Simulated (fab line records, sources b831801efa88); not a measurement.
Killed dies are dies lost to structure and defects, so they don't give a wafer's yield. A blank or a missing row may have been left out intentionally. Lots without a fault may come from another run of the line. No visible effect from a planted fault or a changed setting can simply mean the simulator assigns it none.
Struck lot and sound lot, side by side	flow sky130	15 steps out of a route of 708
Sound: wafers L755.1, L755.2, L755.6. Struck: wafers L760.1, L760.2, L760.3. The cause comes at the end.
Order at every step that has rows: each side's tool, ch and its chambers, its first start. Under that, the readings that differ: sound wafers	struck wafers	difference of the means	sigmas: that difference in standard deviations of wafers without a fault.
alike: words and numbers the same on both sides, and readings whose means are apart by under 2 such deviations; not compared: readings that were withheld, readings missing a value for some wafer, numbers with overlapping values and no deviation given by the record, and bounds like >300 which may hide the same value.
A row with sigmas, a row that says differs or no value, or rows on one side alone: a step with any of these is where the two part. Non-overlapping numbers with no deviation appear without sigmas and do not part them. A reading that every wafer of one side lacks parts them only if that side has two wafers or more.

first, 7 steps without rows for these wafers: SKY_POLY_CUT_HMDS_01 (prime time 60 s); SKY_POLY_CUT_COAT_02 (resist thk 60 nm); SKY_POLY_CUT_COAT_03 (resist thk 450 nm); SKY_POLY_CUT_SOFTBAKE_04 (time 90 s); SKY_POLY_CUT_EXPOSE_05 (exposes mask NPCM, target cd 270 nm); SKY_POLY_CUT_PEB_06; SKY_POLY_CUT_DEVELOP_07 (develop time 60 s).
SKY_POLY_CUT_CD_MEAS_08 targets a cd of 270 nm.
  struck on cd sem-02, day 28 01:44; sound on cd sem-01, day 26 20:41
  alike: cd nm
SKY_POLY_CUT_OVL_MEAS_09:
  struck on overlay-01, day 28 01:52; sound on overlay-01, day 26 20:49
  alike: POLY_CUT_OVL
SKY_POLY_CUT_ETCH_10: etches BARC in N2/H2, stops on SiO2, time 45.9 s, target depth 60 nm.
  sound on rie diel-03 ch 0,2,3, day 26 20:51; struck on rie diel-04 ch 1,2,3, day 28 01:54
  alike: drypump motor current A, oes product au, throttle valve pct
  not compared: rf hours counter h
SKY_POLY_CUT_ETCH_11: etches Si3N4 in CF4/CH2F2/Ar, stops on poly-Si, time 42.5 s, target depth 60 nm.
  sound on rie diel-03 ch 0,2,3, day 26 20:53; struck on rie diel-04 ch 1,2,3, day 28 01:56
  alike: drypump motor current A, oes product au, throttle valve pct
  not compared: rf hours counter h
SKY_POLY_CUT_STRIP_12: strips in O2/N2.
  sound on plasma asher-01 ch 0,1, day 26 20:56; struck on plasma asher-03 ch 0,1, day 28 01:59
  alike: drypump motor current A, oes product au, strip time to endpoint s
  not compared: rf hours counter h
SKY_SD_P_DEHYDRATE_00: time 60 s.
  sound on litho track-04 ch 0, day 27 10:18; struck on litho track-04 ch 0, day 28 15:15
reading	sound	struck	difference	sigmas
heater power total W (W)	160.45 160.54 160.38	158.00 158.24 158.06	-2.36	-18
plate temp C (C)	199.91 200.08 200.00	197.61 197.57 197.78	-2.34	-15
  alike: exhaust pa
then, 1 step without rows for these wafers: SKY_SD_P_HMDS_01 (prime time 60 s).
-- record jumps: 20 days separate the struck wafers' starts on either side; left off in module SD_P, taken up again in module PAD_OPEN, whose first shown step is the route's number 708 --
SKY_PAD_OPEN_PROBE_99:
  struck on prober-01, day 48 14:06; sound on prober-02, day 47 16:07
  alike: killed_at_M0_to_M3, killed_at_M4_up, killed at contacts, killed at front end, killed at other, killed dies, killed open, killed short

== WHERE THEY PART ==
SKY_SD_P_DEHYDRATE_00 only, going by this record. Later steps at which nothing parts them and some readings are alike: SKY_PAD_OPEN_PROBE_99.

WHY: what the simulator had put in
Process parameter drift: litho track-04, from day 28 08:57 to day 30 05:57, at SKY_SD_P_DEHYDRATE_00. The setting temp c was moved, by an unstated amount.
